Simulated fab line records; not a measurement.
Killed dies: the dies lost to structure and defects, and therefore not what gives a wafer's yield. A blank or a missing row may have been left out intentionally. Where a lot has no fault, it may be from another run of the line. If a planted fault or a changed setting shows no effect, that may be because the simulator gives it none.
Which of the tools did it? / flow gf180mcu / 72 wafers from 24 lots sampled at 6 of the route's 602 steps

== WHAT THE GAUGES READ, wafer by wafer ==
GF_SALICIDE_THK_MEAS_05: measures by xrf. Usual: SALICIDE_TIN_THK typically reads 20.1 nm, with standard deviation 0.37.
lot=L074; measured=day 15 16:10; on=film metro-04; SALICIDE_TIN_THK (nm)=19.6 19.8 20.1; flag=
lot=L075; measured=day 15 18:22; on=film metro-03; SALICIDE_TIN_THK (nm)=20.7 20.4 20.6; flag=
lot=L076; measured=day 16 05:44; on=film metro-02; SALICIDE_TIN_THK (nm)=20.1 20.5 20.1; flag=
lot=L077; measured=day 16 17:00; on=film metro-04; SALICIDE_TIN_THK (nm)=20.1 20.6 20.5; flag=
lot=L078; measured=day 16 17:26; on=film metro-02; SALICIDE_TIN_THK (nm)=19.5 20.0 19.9; flag=
lot=L079; measured=day 16 22:12; on=film metro-02; SALICIDE_TIN_THK (nm)=20.4 20.0 20.1; flag=
lot=L080; measured=day 17 11:04; on=film metro-02; SALICIDE_TIN_THK (nm)=20.4 20.3 20.5; flag=
lot=L081; measured=day 18 00:43; on=film metro-04; SALICIDE_TIN_THK (nm)=19.7 19.7 20.4; flag=
lot=L082; measured=day 18 02:14; on=film metro-04; SALICIDE_TIN_THK (nm)=19.9 20.0 20.0; flag=
lot=L083; measured=day 18 11:37; on=film metro-03; SALICIDE_TIN_THK (nm)=20.8 20.7 21.1; flag=
lot=L084; measured=day 18 12:21; on=film metro-03; SALICIDE_TIN_THK (nm)=20.4 20.3 19.9; flag=
lot=L085; measured=day 19 05:29; on=film metro-03; SALICIDE_TIN_THK (nm)=20.2 20.2 19.8; flag=
lot=L086; measured=day 19 15:40; on=film metro-02; SALICIDE_TIN_THK (nm)=20.1 19.9 19.7; flag=
lot=L088; measured=day 20 02:17; on=film metro-03; SALICIDE_TIN_THK (nm)=19.1 19.7 19.0; flag=
lot=L087; measured=day 20 02:31; on=film metro-04; SALICIDE_TIN_THK (nm)=20.0 20.0 19.9; flag=
lot=L089; measured=day 20 15:59; on=film metro-02; SALICIDE_TIN_THK (nm)=19.6 19.9 19.6; flag=
lot=L090; measured=day 20 23:38; on=film metro-04; SALICIDE_TIN_THK (nm)=20.4 19.7 20.2; flag=
lot=L091; measured=day 21 10:38; on=film metro-02; SALICIDE_TIN_THK (nm)=19.6 19.8 19.4; flag=
lot=L092; measured=day 21 14:58; on=film metro-03; SALICIDE_TIN_THK (nm)=19.5 19.7 20.3; flag=
lot=L093; measured=day 22 04:26; on=film metro-02; SALICIDE_TIN_THK (nm)=19.7 20.2 20.2; flag=
lot=L094; measured=day 22 11:56; on=film metro-03; SALICIDE_TIN_THK (nm)=20.2 19.6 19.9; flag=
lot=L095; measured=day 22 12:13; on=film metro-02; SALICIDE_TIN_THK (nm)=20.2 20.5 20.8; flag=
lot=L096; measured=day 22 19:29; on=film metro-04; SALICIDE_TIN_THK (nm)=20.3 20.2 20.5; flag=
lot=L097; measured=day 23 05:46; on=film metro-02; SALICIDE_TIN_THK (nm)=19.8 20.0 20.0; flag=

GF_V4_THK_MEAS_01. Usual: V4_CVD_00_THK typically reads 596 nm, with standard deviation 9.3.
lot=L074; measured=day 23 23:12; on=film metro-03; V4_CVD_00_THK (nm)=593 602 595; flag=
lot=L075; measured=day 24 01:43; on=film metro-01; V4_CVD_00_THK (nm)=591 597 596; flag=
lot=L076; measured=day 24 13:35; on=film metro-03; V4_CVD_00_THK (nm)=599 600 596; flag=
lot=L077; measured=day 24 22:58; on=film metro-03; V4_CVD_00_THK (nm)=599 600 592; flag=
lot=L078; measured=day 25 00:46; on=film metro-01; V4_CVD_00_THK (nm)=599 589 589; flag=
lot=L079; measured=day 25 04:07; on=film metro-02; V4_CVD_00_THK (nm)=590 592 578; flag=
lot=L080; measured=day 25 15:02; on=film metro-01; V4_CVD_00_THK (nm)=596 590 581; flag=
lot=L081; measured=day 26 04:17; on=film metro-03; V4_CVD_00_THK (nm)=583 585 583; flag=
lot=L082; measured=day 26 06:20; on=film metro-01; V4_CVD_00_THK (nm)=593 584 594; flag=
lot=L083; measured=day 26 12:43; on=film metro-01; V4_CVD_00_THK (nm)=606 610 611; flag=
lot=L084; measured=day 26 15:01; on=film metro-01; V4_CVD_00_THK (nm)=596 599 591; flag=
lot=L085; measured=day 27 05:58; on=film metro-02; V4_CVD_00_THK (nm)=600 605 593; flag=
lot=L086; measured=day 27 14:20; on=film metro-03; V4_CVD_00_THK (nm)=601 589 601; flag=
lot=L088; measured=day 27 21:05; on=film metro-02; V4_CVD_00_THK (nm)=599 612 592; flag=
lot=L087; measured=day 27 22:58; on=film metro-02; V4_CVD_00_THK (nm)=586 581 598; flag=
lot=L089; measured=day 28 09:17; on=film metro-02; V4_CVD_00_THK (nm)=596 579 593; flag=
lot=L090; measured=day 28 16:57; on=film metro-02; V4_CVD_00_THK (nm)=593 597 600; flag=
lot=L091; measured=day 28 23:39; on=film metro-02; V4_CVD_00_THK (nm)=605 597 589; flag=
lot=L092; measured=day 29 04:58; on=film metro-03; V4_CVD_00_THK (nm)=611 596 613; flag=
lot=L093; measured=day 29 13:36; on=film metro-01; V4_CVD_00_THK (nm)=623 587 613; flag=
lot=L094; measured=day 29 22:44; on=film metro-02; V4_CVD_00_THK (nm)=595 579 617; flag=
lot=L095; measured=day 30 00:17; on=film metro-01; V4_CVD_00_THK (nm)=591 605 591; flag=
lot=L096; measured=day 30 05:06; on=film metro-01; V4_CVD_00_THK (nm)=596 596 615; flag=
lot=L097; measured=day 30 13:22; on=film metro-01; V4_CVD_00_THK (nm)=616 605 593; flag=

GF_V4_CD_MEAS_14: target cd 260 nm. Usual: cd nm at 259.9 nm, with a standard deviation of 1.2.
lot=L074; measured=day 24 21:21; on=cd sem-02; cd nm (nm)=256.5 257.9 257.9; flag=
lot=L075; measured=day 24 23:54; on=cd sem-01; cd nm (nm)=259.2 258.9 260.0; flag=
lot=L076; measured=day 25 11:28; on=cd sem-01; cd nm (nm)=260.0 260.7 259.3; flag=
lot=L077; measured=day 25 20:41; on=cd sem-02; cd nm (nm)=259.9 259.6 258.8; flag=
lot=L078; measured=day 25 21:56; on=cd sem-02; cd nm (nm)=258.6 257.5 258.4; flag=
lot=L079; measured=day 26 01:48; on=cd sem-01; cd nm (nm)=262.1 263.4 261.2; flag=
lot=L080; measured=day 26 11:46; on=cd sem-01; cd nm (nm)=260.3 259.6 259.5; flag=
lot=L081; measured=day 27 01:06; on=cd sem-01; cd nm (nm)=261.2 260.4 260.9; flag=
lot=L082; measured=day 27 04:04; on=cd sem-01; cd nm (nm)=259.4 258.7 258.3; flag=
lot=L083; measured=day 27 09:47; on=cd sem-02; cd nm (nm)=260.2 258.6 258.9; flag=
lot=L084; measured=day 27 11:19; on=cd sem-01; cd nm (nm)=259.5 260.6 259.7; flag=
lot=L085; measured=day 28 02:07; on=cd sem-01; cd nm (nm)=259.2 260.3 258.4; flag=
lot=L086; measured=day 28 10:34; on=cd sem-01; cd nm (nm)=261.2 260.6 261.8; flag=
lot=L088; measured=day 28 17:16; on=cd sem-02; cd nm (nm)=259.5 260.1 260.6; flag=
lot=L087; measured=day 28 19:11; on=cd sem-01; cd nm (nm)=261.2 260.0 260.9; flag=
lot=L089; measured=day 29 05:28; on=cd sem-02; cd nm (nm)=259.2 258.3 260.3; flag=
lot=L090; measured=day 29 12:40; on=cd sem-02; cd nm (nm)=260.1 260.5 260.6; flag=
lot=L091; measured=day 29 19:31; on=cd sem-01; cd nm (nm)=261.0 261.1 261.5; flag=
lot=L092; measured=day 30 00:58; on=cd sem-02; cd nm (nm)=259.2 259.1 258.9; flag=
lot=L093; measured=day 30 08:51; on=cd sem-02; cd nm (nm)=259.4 260.0 259.6; flag=
lot=L094; measured=day 30 17:47; on=cd sem-01; cd nm (nm)=259.7 262.1 259.8; flag=
lot=L095; measured=day 30 18:34; on=cd sem-02; cd nm (nm)=259.1 259.1 259.3; flag=
lot=L096; measured=day 30 23:34; on=cd sem-02; cd nm (nm)=260.0 259.2 260.9; flag=
lot=L097; measured=day 31 07:02; on=cd sem-02; cd nm (nm)=260.2 260.6 260.8; flag=

== WHAT TOOL EACH LOT RAN ON (gives the tool, then ch and the chambers of the sampled wafers, and finally the start) ==
lot=L074; GF_V2_STRIP_18=plasma asher-02 ch 0,1, day 20 19:55; GF_V2_SPUTTER_22=pvd sputter-04, day 20 20:31; GF_V3_STRIP_18=plasma asher-01 ch 0,1, day 22 22:51
lot=L075; GF_V2_STRIP_18=plasma asher-04 ch 0,1, day 20 22:45; GF_V2_SPUTTER_22=pvd sputter-02, day 20 23:20; GF_V3_STRIP_18=plasma asher-01 ch 0,1, day 23 00:42
lot=L076; GF_V2_STRIP_18=plasma asher-02 ch 0, day 21 11:40; GF_V2_SPUTTER_22=pvd sputter-02, day 21 12:16; GF_V3_STRIP_18=plasma asher-01 ch 0,1, day 23 13:07
lot=L077; GF_V2_STRIP_18=plasma asher-03 ch 0,1, day 21 22:56; GF_V2_SPUTTER_22=pvd sputter-01, day 21 23:32; GF_V3_STRIP_18=plasma asher-03 ch 0,1, day 23 23:21
lot=L078; GF_V2_STRIP_18=plasma asher-04 ch 0,1, day 22 00:07; GF_V2_SPUTTER_22=pvd sputter-02, day 22 00:43; GF_V3_STRIP_18=plasma asher-01 ch 0,1, day 24 01:06
lot=L079; GF_V2_STRIP_18=plasma asher-04 ch 0,1, day 22 03:46; GF_V2_SPUTTER_22=pvd sputter-04, day 22 04:22; GF_V3_STRIP_18=plasma asher-04 ch 0,1, day 24 04:12
lot=L080; GF_V2_STRIP_18=plasma asher-04 ch 0,1, day 22 16:16; GF_V2_SPUTTER_22=pvd sputter-02, day 22 16:52; GF_V3_STRIP_18=plasma asher-01 ch 0,1, day 24 15:20
lot=L081; GF_V2_STRIP_18=plasma asher-03 ch 0,1, day 23 06:29; GF_V2_SPUTTER_22=pvd sputter-04, day 23 07:05; GF_V3_STRIP_18=plasma asher-03 ch 0,1, day 25 05:35
lot=L082; GF_V2_STRIP_18=plasma asher-04 ch 0,1, day 23 07:50; GF_V2_SPUTTER_22=pvd sputter-01, day 23 08:26; GF_V3_STRIP_18=plasma asher-03 ch 0,1, day 25 06:53
lot=L083; GF_V2_STRIP_18=plasma asher-03 ch 1, day 23 15:10; GF_V2_SPUTTER_22=pvd sputter-01, day 23 15:47; GF_V3_STRIP_18=plasma asher-04 ch 0,1, day 25 13:53
lot=L084; GF_V2_STRIP_18=plasma asher-03 ch 0,1, day 23 18:21; GF_V2_SPUTTER_22=pvd sputter-04, day 23 18:57; GF_V3_STRIP_18=plasma asher-01 ch 0,1, day 25 16:11
lot=L085; GF_V2_STRIP_18=plasma asher-04 ch 1, day 24 09:28; GF_V2_SPUTTER_22=pvd sputter-02, day 24 10:03; GF_V3_STRIP_18=plasma asher-01 ch 0,1, day 26 07:10
lot=L086; GF_V2_STRIP_18=plasma asher-03 ch 1, day 24 19:14; GF_V2_SPUTTER_22=pvd sputter-02, day 24 19:50; GF_V3_STRIP_18=plasma asher-04 ch 0, day 26 15:25
lot=L088; GF_V2_STRIP_18=plasma asher-02 ch 0,1, day 25 02:28; GF_V2_SPUTTER_22=pvd sputter-02, day 25 03:05; GF_V3_STRIP_18=plasma asher-01 ch 0,1, day 26 22:53
lot=L087; GF_V2_STRIP_18=plasma asher-03 ch 0,1, day 25 05:14; GF_V2_SPUTTER_22=pvd sputter-01, day 25 05:50; GF_V3_STRIP_18=plasma asher-01 ch 0,1, day 27 01:04
lot=L089; GF_V2_STRIP_18=plasma asher-02 ch 0,1, day 25 15:32; GF_V2_SPUTTER_22=pvd sputter-04, day 25 16:08; GF_V3_STRIP_18=plasma asher-03 ch 0,1, day 27 11:09
lot=L090; GF_V2_STRIP_18=plasma asher-03 ch 0,1, day 25 23:35; GF_V2_SPUTTER_22=pvd sputter-01, day 26 00:13; GF_V3_STRIP_18=plasma asher-01 ch 0,1, day 27 19:41
lot=L091; GF_V2_STRIP_18=plasma asher-03 ch 0,1, day 26 07:19; GF_V2_SPUTTER_22=pvd sputter-04, day 26 07:53; GF_V3_STRIP_18=plasma asher-01 ch 0,1, day 28 02:05
lot=L092; GF_V2_STRIP_18=plasma asher-04 ch 0,1, day 26 11:40; GF_V2_SPUTTER_22=pvd sputter-04, day 26 12:15; GF_V3_STRIP_18=plasma asher-04 ch 0,1, day 28 07:17
lot=L093; GF_V2_STRIP_18=plasma asher-03 ch 0,1, day 26 22:34; GF_V2_SPUTTER_22=pvd sputter-04, day 26 23:13; GF_V3_STRIP_18=plasma asher-04 ch 0,1, day 28 17:01
lot=L094; GF_V2_STRIP_18=plasma asher-04 ch 0,1, day 27 06:35; GF_V2_SPUTTER_22=pvd sputter-02, day 27 07:11; GF_V3_STRIP_18=plasma asher-01 ch 0,1, day 29 01:02
lot=L095; GF_V2_STRIP_18=plasma asher-03 ch 0,1, day 27 07:47; GF_V2_SPUTTER_22=pvd sputter-01, day 27 08:26; GF_V3_STRIP_18=plasma asher-04 ch 0,1, day 29 02:49
lot=L096; GF_V2_STRIP_18=plasma asher-02 ch 0,1, day 27 14:13; GF_V2_SPUTTER_22=pvd sputter-01, day 27 14:48; GF_V3_STRIP_18=plasma asher-03 ch 0,1, day 29 07:12
lot=L097; GF_V2_STRIP_18=plasma asher-04 ch 0,1, day 27 22:01; GF_V2_SPUTTER_22=pvd sputter-04, day 27 22:36; GF_V3_STRIP_18=plasma asher-03 ch 0,1, day 29 16:27
- GF_V2_STRIP_18: strips in O2/N2.
- GF_V2_SPUTTER_22: material TiN, target thk 10 nm, time 40 s.
- GF_V3_STRIP_18: strips in O2/N2.

== WHAT THE TOOLS THEMSELVES READ (means of the sampled wafers that have a number; where no wafer has one, the mark that the record gives instead) ==
GF_V2_STRIP_18. Usual: drypump motor current A 5.7 A, standard deviation 0.52; heater power w 333 W, standard deviation 21; n2 flow sccm 300.0 sccm, standard deviation 0.94; oes product au 0.592 a.u., standard deviation 0.0057.
lot=L074; tool=plasma asher-02; drypump motor current A (A)=5.6; heater power w (W)=329; n2 flow sccm (sccm)=300.3; oes product au (a.u.)=0.591; flag=
lot=L075; tool=plasma asher-04; drypump motor current A (A)=5.9; heater power w (W)=348; n2 flow sccm (sccm)=298.8; oes product au (a.u.)=0.601; flag=
lot=L076; tool=plasma asher-02; drypump motor current A (A)=5.5; heater power w (W)=328; n2 flow sccm (sccm)=299.2; oes product au (a.u.)=0.595; flag=
lot=L077; tool=plasma asher-03; drypump motor current A (A)=6.0; heater power w (W)=311; n2 flow sccm (sccm)=300.7; oes product au (a.u.)=0.597; flag=
lot=L078; tool=plasma asher-04; drypump motor current A (A)=5.8; heater power w (W)=346; n2 flow sccm (sccm)=299.7; oes product au (a.u.)=0.589; flag=
lot=L079; tool=plasma asher-04; drypump motor current A (A)=5.8; heater power w (W)=342; n2 flow sccm (sccm)=299.4; oes product au (a.u.)=0.589; flag=
lot=L080; tool=plasma asher-04; drypump motor current A (A)=5.8; heater power w (W)=347; n2 flow sccm (sccm)=299.8; oes product au (a.u.)=0.590; flag=
lot=L081; tool=plasma asher-03; drypump motor current A (A)=5.5; heater power w (W)=335; n2 flow sccm (sccm)=300.8; oes product au (a.u.)=0.594; flag=
lot=L082; tool=plasma asher-04; drypump motor current A (A)=5.8; heater power w (W)=354; n2 flow sccm (sccm)=299.1; oes product au (a.u.)=0.593; flag=
lot=L083; tool=plasma asher-03; drypump motor current A (A)=4.9; heater power w (W)=350; n2 flow sccm (sccm)=299.6; oes product au (a.u.)=0.589; flag=
lot=L084; tool=plasma asher-03; drypump motor current A (A)=5.5; heater power w (W)=326; n2 flow sccm (sccm)=300.9; oes product au (a.u.)=0.589; flag=
lot=L085; tool=plasma asher-04; drypump motor current A (A)=5.9; heater power w (W)=344; n2 flow sccm (sccm)=299.3; oes product au (a.u.)=0.593; flag=
lot=L086; tool=plasma asher-03; drypump motor current A (A)=4.9; heater power w (W)=345; n2 flow sccm (sccm)=299.8; oes product au (a.u.)=0.590; flag=
lot=L088; tool=plasma asher-02; drypump motor current A (A)=5.5; heater power w (W)=322; n2 flow sccm (sccm)=299.9; oes product au (a.u.)=0.587; flag=
lot=L087; tool=plasma asher-03; drypump motor current A (A)=5.4; heater power w (W)=330; n2 flow sccm (sccm)=299.1; oes product au (a.u.)=0.586; flag=
lot=L089; tool=plasma asher-02; drypump motor current A (A)=5.5; heater power w (W)=330; n2 flow sccm (sccm)=300.1; oes product au (a.u.)=0.590; flag=
lot=L090; tool=plasma asher-03; drypump motor current A (A)=6.0; heater power w (W)=317; n2 flow sccm (sccm)=299.9; oes product au (a.u.)=0.590; flag=
lot=L091; tool=plasma asher-03; drypump motor current A (A)=5.5; heater power w (W)=330; n2 flow sccm (sccm)=300.2; oes product au (a.u.)=0.593; flag=
lot=L092; tool=plasma asher-04; drypump motor current A (A)=5.9; heater power w (W)=351; n2 flow sccm (sccm)=300.2; oes product au (a.u.)=0.590; flag=
lot=L093; tool=plasma asher-03; drypump motor current A (A)=5.4; heater power w (W)=331; n2 flow sccm (sccm)=300.1; oes product au (a.u.)=0.591; flag=
lot=L094; tool=plasma asher-04; drypump motor current A (A)=5.8; heater power w (W)=348; n2 flow sccm (sccm)=299.8; oes product au (a.u.)=0.590; flag=
lot=L095; tool=plasma asher-03; drypump motor current A (A)=5.4; heater power w (W)=327; n2 flow sccm (sccm)=300.4; oes product au (a.u.)=0.594; flag=
lot=L096; tool=plasma asher-02; drypump motor current A (A)=5.5; heater power w (W)=326; n2 flow sccm (sccm)=300.2; oes product au (a.u.)=0.597; flag=
lot=L097; tool=plasma asher-04; drypump motor current A (A)=5.8; heater power w (W)=346; n2 flow sccm (sccm)=301.0; oes product au (a.u.)=0.588; flag=

GF_V2_SPUTTER_22. Usual: throttle valve pct at 30.1 %, with a standard deviation of 1.
lot=L074; tool=pvd sputter-04; throttle valve pct (%)=29.1; flag=
lot=L075; tool=pvd sputter-02; throttle valve pct (%)=31.1; flag=
lot=L076; tool=pvd sputter-02; throttle valve pct (%)=31.0; flag=
lot=L077; tool=pvd sputter-01; throttle valve pct (%)=30.2; flag=
lot=L078; tool=pvd sputter-02; throttle valve pct (%)=30.1; flag=
lot=L079; tool=pvd sputter-04; throttle valve pct (%)=29.3; flag=
lot=L080; tool=pvd sputter-02; throttle valve pct (%)=31.3; flag=
lot=L081; tool=pvd sputter-04; throttle valve pct (%)=29.1; flag=
lot=L082; tool=pvd sputter-01; throttle valve pct (%)=30.0; flag=
lot=L083; tool=pvd sputter-01; throttle valve pct (%)=30.5; flag=
lot=L084; tool=pvd sputter-04; throttle valve pct (%)=28.8; flag=
lot=L085; tool=pvd sputter-02; throttle valve pct (%)=30.3; flag=
lot=L086; tool=pvd sputter-02; throttle valve pct (%)=30.7; flag=
lot=L088; tool=pvd sputter-02; throttle valve pct (%)=31.0; flag=
lot=L087; tool=pvd sputter-01; throttle valve pct (%)=30.2; flag=
lot=L089; tool=pvd sputter-04; throttle valve pct (%)=30.8; flag=
lot=L090; tool=pvd sputter-01; throttle valve pct (%)=30.5; flag=
lot=L091; tool=pvd sputter-04; throttle valve pct (%)=29.8; flag=
lot=L092; tool=pvd sputter-04; throttle valve pct (%)=29.9; flag=
lot=L093; tool=pvd sputter-04; throttle valve pct (%)=29.0; flag=
lot=L094; tool=pvd sputter-02; throttle valve pct (%)=30.8; flag=
lot=L095; tool=pvd sputter-01; throttle valve pct (%)=30.5; flag=
lot=L096; tool=pvd sputter-01; throttle valve pct (%)=30.5; flag=
lot=L097; tool=pvd sputter-04; throttle valve pct (%)=30.3; flag=

GF_V3_STRIP_18. Usual: drypump motor current A 6.1 A, standard deviation 0.51; heater power w 352 W, standard deviation 27; n2 flow sccm 299.8 sccm, standard deviation 0.96; oes product au 0.593 a.u., standard deviation 0.0056.
lot=L074; tool=plasma asher-01; drypump motor current A (A)=6.4; heater power w (W)=375; n2 flow sccm (sccm)=300.0; oes product au (a.u.)=0.592; flag=
lot=L075; tool=plasma asher-01; drypump motor current A (A)=6.4; heater power w (W)=367; n2 flow sccm (sccm)=301.4; oes product au (a.u.)=0.591; flag=
lot=L076; tool=plasma asher-01; drypump motor current A (A)=6.4; heater power w (W)=375; n2 flow sccm (sccm)=300.2; oes product au (a.u.)=0.592; flag=
lot=L077; tool=plasma asher-03; drypump motor current A (A)=5.5; heater power w (W)=325; n2 flow sccm (sccm)=299.5; oes product au (a.u.)=0.589; flag=
lot=L078; tool=plasma asher-01; drypump motor current A (A)=6.4; heater power w (W)=376; n2 flow sccm (sccm)=299.9; oes product au (a.u.)=0.596; flag=
lot=L079; tool=plasma asher-04; drypump motor current A (A)=5.8; heater power w (W)=342; n2 flow sccm (sccm)=299.1; oes product au (a.u.)=0.593; flag=
lot=L080; tool=plasma asher-01; drypump motor current A (A)=6.4; heater power w (W)=366; n2 flow sccm (sccm)=298.4; oes product au (a.u.)=0.596; flag=
lot=L081; tool=plasma asher-03; drypump motor current A (A)=6.0; heater power w (W)=312; n2 flow sccm (sccm)=300.2; oes product au (a.u.)=0.591; flag=
lot=L082; tool=plasma asher-03; drypump motor current A (A)=5.4; heater power w (W)=335; n2 flow sccm (sccm)=300.0; oes product au (a.u.)=0.588; flag=
lot=L083; tool=plasma asher-04; drypump motor current A (A)=5.8; heater power w (W)=349; n2 flow sccm (sccm)=299.8; oes product au (a.u.)=0.593; flag=
lot=L084; tool=plasma asher-01; drypump motor current A (A)=6.4; heater power w (W)=380; n2 flow sccm (sccm)=300.7; oes product au (a.u.)=0.598; flag=
lot=L085; tool=plasma asher-01; drypump motor current A (A)=6.4; heater power w (W)=365; n2 flow sccm (sccm)=299.4; oes product au (a.u.)=0.591; flag=
lot=L086; tool=plasma asher-04; drypump motor current A (A)=5.8; heater power w (W)=352; n2 flow sccm (sccm)=300.6; oes product au (a.u.)=0.596; flag=
lot=L088; tool=plasma asher-01; drypump motor current A (A)=6.4; heater power w (W)=372; n2 flow sccm (sccm)=299.4; oes product au (a.u.)=0.587; flag=
lot=L087; tool=plasma asher-01; drypump motor current A (A)=6.4; heater power w (W)=376; n2 flow sccm (sccm)=298.8; oes product au (a.u.)=0.592; flag=
lot=L089; tool=plasma asher-03; drypump motor current A (A)=5.9; heater power w (W)=321; n2 flow sccm (sccm)=299.7; oes product au (a.u.)=0.591; flag=
lot=L090; tool=plasma asher-01; drypump motor current A (A)=6.4; heater power w (W)=383; n2 flow sccm (sccm)=300.0; oes product au (a.u.)=0.601; flag=
lot=L091; tool=plasma asher-01; drypump motor current A (A)=6.4; heater power w (W)=357; n2 flow sccm (sccm)=301.1; oes product au (a.u.)=0.594; flag=
lot=L092; tool=plasma asher-04; drypump motor current A (A)=5.8; heater power w (W)=346; n2 flow sccm (sccm)=299.3; oes product au (a.u.)=0.591; flag=
lot=L093; tool=plasma asher-04; drypump motor current A (A)=5.8; heater power w (W)=339; n2 flow sccm (sccm)=299.5; oes product au (a.u.)=0.592; flag=
lot=L094; tool=plasma asher-01; drypump motor current A (A)=6.4; heater power w (W)=370; n2 flow sccm (sccm)=299.7; oes product au (a.u.)=0.596; flag=
lot=L095; tool=plasma asher-04; drypump motor current A (A)=5.8; heater power w (W)=342; n2 flow sccm (sccm)=300.7; oes product au (a.u.)=0.596; flag=
lot=L096; tool=plasma asher-03; drypump motor current A (A)=5.4; heater power w (W)=334; n2 flow sccm (sccm)=299.6; oes product au (a.u.)=0.586; flag=
lot=L097; tool=plasma asher-03; drypump motor current A (A)=6.0; heater power w (W)=313; n2 flow sccm (sccm)=299.9; oes product au (a.u.)=0.588; flag=

== THE ANSWER, worked out from the rows above alone ==
Rule: take the mean of a lot's wafers that have a number; if it is more than 3 standard deviations from the usual mean, the lot is off. A lot without any number at a reading at which 4 lots or more have one is off too. The other lots that the step has rows for count as sound. Order of review: gauges by route order, followed by the tools' own readings, for which a lot's mean as printed above is used. At the first step where some lot is off, the reading lying furthest off is the one used; lots without a number count as furthest.
No lot is off on any of the readings shown, so nothing can be concluded from this.

== WHAT HAD BEEN PUT IN BY THE SIMULATOR ==
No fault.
